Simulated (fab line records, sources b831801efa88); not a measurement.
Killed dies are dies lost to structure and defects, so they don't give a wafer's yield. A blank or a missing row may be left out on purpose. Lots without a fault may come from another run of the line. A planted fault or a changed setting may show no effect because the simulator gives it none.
Chamber matching | flow gf180mcu | GF_CONTACT_CMP_04 on cmp-01: 3 sister chambers
The step polishes SiO2. 3 wafers are shown with their chamber, then 4 later ones without.

WAFERS WITH THEIR CHAMBER
wafer  | chamber | motor_current_A (A)
L380.6 | 0       | 12.4
L397.1 | 2       | 12.2
L397.6 | 3       | 10.5

WAFERS WITHOUT THEIR CHAMBER
wafer  | motor_current_A (A)
L398.1 | 11.1
L398.5 | 12.9
L399.2 | 11.3
L399.3 | 10.9

WHICH CHAMBER EACH WENT THROUGH
wafer  | from the rows above          | in truth
L398.1 | can't be placed: 3 or 2 or 0 | 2
L398.5 | can't be placed: 0 or 2      | 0
L399.2 | can't be placed: 3 or 2 or 0 | 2
L399.3 | can't be placed: 3 or 2 or 0 | 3
Placed correctly: 0 of 4. Can't be placed from these rows: 4 (the true chamber is among the candidates in 4). Placed wrongly: 0.
How it was worked out, from the rows above alone: a wafer's distance from a chamber is the root of the sum, over the readings, of the square of ((its reading less the chamber's mean) divided by the reading's scatter). The wafer belongs to the nearest chamber; if the next one is less than 2 further off, it can't be placed. A chamber's mean is the mean of its shown wafers. The scatter: with one shown wafer a chamber, the root of the mean of the squares of how far each hidden wafer lies from its nearest shown one.
